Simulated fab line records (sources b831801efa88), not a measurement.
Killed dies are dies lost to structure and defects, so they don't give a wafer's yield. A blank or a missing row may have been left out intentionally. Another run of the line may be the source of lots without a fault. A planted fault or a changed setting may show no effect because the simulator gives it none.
Comparing a struck lot with a sound one    flow sfq line    17 out of 325 route steps
Sound: these wafers, L956.2, L956.3, L956.4. Struck: wafer L944.4 (left out: L944.1, a lot-mate that was not struck); the cause follows at the end.
At each step with rows: each side's tool, then ch and its chambers, then its first start. Under that, the readings that differ: sound wafers    struck wafers    difference of the means    sigmas: that difference in standard deviations of wafers without a fault.
alike: words and numbers the same on both sides, and readings whose means are apart by under 2 such deviations; not compared: readings that were withheld, readings missing a value for some wafer, numbers with overlapping values and no deviation given by the record, and bounds like >300 which may hide the same value.
Wherever a step has rows on one side only, a row that says differs or no value, or a row with sigmas, the two part there. Non-overlapping numbers with no deviation appear without sigmas and do not part them. A reading that every wafer of one side lacks parts them only if that side has two wafers or more.

SFQ_TRILAYER_I1_VIA_BARC_OPEN_VIA_ETCH_071: etches BARC in O2, target depth 125 nm, time 41.7 s.
  sound on rie diel-04 ch 0,1,2, day 32 04:58; struck on rie diel-02 ch 3, day 26 13:00
  alike: drypump motor current A, oes product au
  not compared: rf hours counter h
SFQ_TRILAYER_I1_VIA_ETCH_VIA_ETCH_052: etches SiO2 in CHF3, stops on Nb, target depth 260 nm.
  sound on rie diel-04 ch 0,1,2, day 32 05:01; struck on rie diel-02 ch 3, day 26 13:02
  alike: drypump motor current A, oes product au
SFQ_TRILAYER_I1_VIA_STRIP_STRIP_053: strips in O2.
  sound on rie metal-02 ch 0,1, day 32 05:07; struck on rie metal-02 ch 0, day 26 13:09
  alike: drypump motor current A, he backside leak sccm, oes product au
  not compared: rf hours counter h
then, 2 steps without rows for these wafers: SFQ_TRILAYER_I1_VIA_STRIP_SOLV_CLEAN_054 (cleans in NMP, time 600 s); SFQ_TRILAYER_M2_DEP_PRE_CLEAN_056 (time 22.5 s).
SFQ_TRILAYER_M2_DEP_SPUTTER_055: material Nb, target thk 200 nm, time 133.3 s.
  sound on pvd sputter-05 at day 32 05:56; struck on pvd sputter-05 at day 26 13:58
  alike: resputter cathode voltage v, throttle valve pct
SFQ_M2_RS_MEAS_914: measurement is done with a four-point probe.
  sound on film metro-02 at day 32 06:02; struck on film metro-01 at day 26 14:04
  alike: M2_NB_RS
then, 4 steps without rows for these wafers: SFQ_TRILAYER_M2_LITHO_COAT_062 (resist thk 62 nm); SFQ_TRILAYER_M2_LITHO_COAT_057 (resist thk 600 nm); SFQ_TRILAYER_M2_LITHO_SOFTBAKE_061; SFQ_TRILAYER_M2_LITHO_EXPOSE_058 (exposes mask M2, target cd 500 nm).
-- the record jumps here: 7 days lie between the struck wafers' starts before and after --
SFQ_TRILAYER_M2_LITHO_PEB_060: peb time 60 s.
  sound on litho track-01 ch 0, day 38 05:36; struck on litho track-03 ch 0, day 33 02:27
reading                   sound              struck  difference  sigmas
heater power total W (W)  79.10 79.11 79.16  80.59   +1.47       +22
then, 1 step without rows for these wafers: SFQ_TRILAYER_M2_LITHO_DEVELOP_059 (time 60 s).
SFQ_M2_OVL_MEAS_916:
  sound on overlay-01 at day 38 05:53; struck on overlay-02 at day 33 02:45
  alike: M2_OVL
SFQ_TRILAYER_M2_BARC_OPEN_METAL_ETCH_077: etches BARC in O2, target depth 125 nm, time 41.7 s.
  sound on rie metal-01 ch 0,1, day 38 05:55; struck on rie metal-04 ch 0, day 33 02:47
reading              sound            struck  difference  sigmas
model.M2.cd nm (nm)  500.4 502 501.2  506.2   +5.0        
  alike: drypump motor current A, he backside leak sccm, oes product au
  not compared: rf hours counter h
SFQ_TRILAYER_M2_ETCH_METAL_ETCH_060: etches Nb in Cl2/Ar, stops on SiO2, target depth 240 nm, time 120 s.
  sound on rie metal-01 ch 0,1, day 38 05:58; struck on rie metal-04 ch 0, day 33 02:51
reading              sound              struck  difference  sigmas
model.M2.cd nm (nm)  500.2 500.4 501.7  506.1   +5.3        
  alike: drypump motor current A, he backside leak sccm, oes product au
  not compared: rf hours counter h
SFQ_TRILAYER_M2_STRIP_STRIP_061: strips in O2.
  sound on rie metal-01 ch 0,1, day 38 06:05; struck on rie metal-04 ch 0, day 33 02:58
  alike: drypump motor current A, he backside leak sccm, oes product au
  not compared: rf hours counter h

## WHERE THEY PART
Within this record, at SFQ_TRILAYER_M2_LITHO_PEB_060 only. Later steps at which nothing parts them and some readings are alike: SFQ_M2_OVL_MEAS_916, SFQ_TRILAYER_M2_BARC_OPEN_METAL_ETCH_077, SFQ_TRILAYER_M2_ETCH_METAL_ETCH_060, SFQ_TRILAYER_M2_STRIP_STRIP_061.

WHY: whatever the simulator had introduced
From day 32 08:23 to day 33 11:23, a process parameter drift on litho track-03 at SFQ_TRILAYER_M2_LITHO_PEB_060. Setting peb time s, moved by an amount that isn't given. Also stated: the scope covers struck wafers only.
